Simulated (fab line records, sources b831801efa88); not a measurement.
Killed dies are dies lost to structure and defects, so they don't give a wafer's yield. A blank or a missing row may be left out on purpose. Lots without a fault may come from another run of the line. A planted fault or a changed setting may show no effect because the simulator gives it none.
Which tool did it? | flow sky130 | 24 lots, 72 wafers sampled, at 2 steps of a route of 708

WHAT THE GAUGES READ, wafer by wafer
SKY_LI_CONTACT_THK_MEAS_23: measures by xrf.
lot  | measured     | on            | LI_CONTACT_W_THK (nm)
L074 | day 28 23:11 | film_metro-02 | 411 415 409
L075 | day 29 08:54 | film_metro-03 | 397 399 402
L076 | day 29 13:08 | film_metro-02 | 412 408 414
L077 | day 30 03:37 | film_metro-02 | 412 403 409
L078 | day 30 12:53 | film_metro-01 | 411 417 408
L079 | day 30 14:50 | film_metro-03 | 414 409 417
L080 | day 31 07:20 | film_metro-02 | 406 409 412
L081 | day 31 15:18 | film_metro-01 | 406 404 407
L082 | day 31 20:59 | film_metro-01 | 410 404 413
L083 | day 32 04:59 | film_metro-01 | 413 411 411
L084 | day 32 13:25 | film_metro-03 | 398 400 400
L085 | day 32 21:59 | film_metro-01 | 413 411 406
L086 | day 33 09:12 | film_metro-02 | 414 414 416
L087 | day 33 20:56 | film_metro-03 | 420 411 421
L089 | day 34 01:44 | film_metro-02 | 419 415 413
L088 | day 34 03:00 | film_metro-01 | 405 404 408
L091 | day 34 20:39 | film_metro-02 | 409 403 407
L092 | day 34 22:59 | film_metro-03 | 415 418 419
L090 | day 34 23:21 | film_metro-01 | 407 417 411
L093 | day 35 06:16 | film_metro-01 | 406 407 405
L094 | day 35 12:58 | film_metro-01 | 400 401 402
L095 | day 35 23:31 | film_metro-01 | 415 418 411
L096 | day 36 02:05 | film_metro-03 | 412 408 409
L097 | day 36 10:20 | film_metro-01 | 414 420 417

WHICH TOOL RAN EACH LOT (tool, then ch and the chambers of the sampled wafers, then the start)
lot  | SKY_POLY_CUT_STRIP_12
L074 | plasma_asher-04 ch 0,1, day 24 01:25
L075 | plasma_asher-04 ch 1, day 24 12:43
L076 | plasma_asher-04 ch 0,1, day 24 16:37
L077 | plasma_asher-01 ch 0,1, day 25 07:13
L078 | plasma_asher-04 ch 0, day 25 16:22
L079 | plasma_asher-02 ch 0,1, day 25 19:49
L080 | plasma_asher-02 ch 0,1, day 26 13:37
L081 | plasma_asher-01 ch 0,1, day 26 20:04
L082 | plasma_asher-01 ch 0,1, day 27 03:51
L083 | plasma_asher-04 ch 0,1, day 27 11:23
L084 | plasma_asher-02 ch 0,1, day 27 19:58
L085 | plasma_asher-02 ch 0, day 28 04:40
L086 | plasma_asher-01 ch 0,1, day 28 14:19
L087 | plasma_asher-04 ch 0,1, day 29 03:52
L089 | plasma_asher-01 ch 0,1, day 29 10:01
L088 | plasma_asher-04 ch 0,1, day 29 12:06
L091 | plasma_asher-02 ch 0,1, day 30 06:07
L092 | plasma_asher-04 ch 0, day 30 06:58
L090 | plasma_asher-02 ch 0,1, day 30 07:19
L093 | plasma_asher-01 ch 0,1, day 30 15:59
L094 | plasma_asher-02 ch 0,1, day 30 23:13
L095 | plasma_asher-01 ch 0,1, day 31 09:43
L096 | plasma_asher-01 ch 0,1, day 31 13:22
L097 | plasma_asher-01 ch 0,1, day 31 20:52
- SKY_POLY_CUT_STRIP_12: strips in O2/N2.

WHAT THE TOOLS THEMSELVES READ (means of the sampled wafers that have a number; where no wafer has one, the mark that the record gives instead)
SKY_POLY_CUT_STRIP_12.
lot  | tool            | drypump_motor_current_A (A) | oes_product_au (a.u.) | strip_time_to_endpoint_s (s)
L074 | plasma_asher-04 | 5.8                         | 0.458                 | 5.361
L075 | plasma_asher-04 | 5.9                         | 0.449                 | 5.354
L076 | plasma_asher-04 | 5.8                         | 0.452                 | 5.341
L077 | plasma_asher-01 | 6.3                         | 0.451                 | 5.346
L078 | plasma_asher-04 | 5.7                         | 0.456                 | 5.359
L079 | plasma_asher-02 | 6.3                         | 0.451                 | 5.379
L080 | plasma_asher-02 | 6.5                         | 0.454                 | 5.353
L081 | plasma_asher-01 | 6.2                         | 0.452                 | 5.364
L082 | plasma_asher-01 | 6.1                         | 0.451                 | 5.353
L083 | plasma_asher-04 | 5.8                         | 0.453                 | 5.337
L084 | plasma_asher-02 | 6.5                         | 0.456                 | 5.348
L085 | plasma_asher-02 | 6.7                         | 0.450                 | 5.381
L086 | plasma_asher-01 | 6.1                         | 0.462                 | 5.355
L087 | plasma_asher-04 | 5.8                         | 0.451                 | 5.337
L089 | plasma_asher-01 | 6.2                         | 0.449                 | 5.333
L088 | plasma_asher-04 | 5.8                         | 0.452                 | 5.355
L091 | plasma_asher-02 | 6.5                         | 0.449                 | 5.356
L092 | plasma_asher-04 | 5.8                         | 0.451                 | 5.369
L090 | plasma_asher-02 | 6.3                         | 0.452                 | 5.364
L093 | plasma_asher-01 | 6.3                         | 0.448                 | 5.361
L094 | plasma_asher-02 | 6.3                         | 0.450                 | 5.356
L095 | plasma_asher-01 | 6.3                         | 0.453                 | 5.364
L096 | plasma_asher-01 | 6.2                         | 0.452                 | 5.354
L097 | plasma_asher-01 | 6.3                         | 0.452                 | 5.347

THE ANSWER, worked out from the rows above alone
Rule: what is usual is taken from the lots themselves. Put in order of their means at a reading, lots are off if they are a third of the lots or fewer, leave a main group of 4 or more, and stand apart from it by a gap of 3 or more times the standard deviation of the main group's means; of several such gaps the widest counts. A main group whose means are all the same, to the digits that the tables above print for the reading, isn't used. A lot without any number at a reading at which 4 lots or more have one is off too. The other lots that the step has rows for count as sound. The gauges are gone through in route order, then the tools' own readings, and for those a lot's mean is taken as printed above. The first step at which some lot is off is used, and at that step the reading that is off furthest; a lot without a number counts as furthest.
No lot is off at any reading shown: from this, nothing can be told.

WHAT THE SIMULATOR HAD PUT IN
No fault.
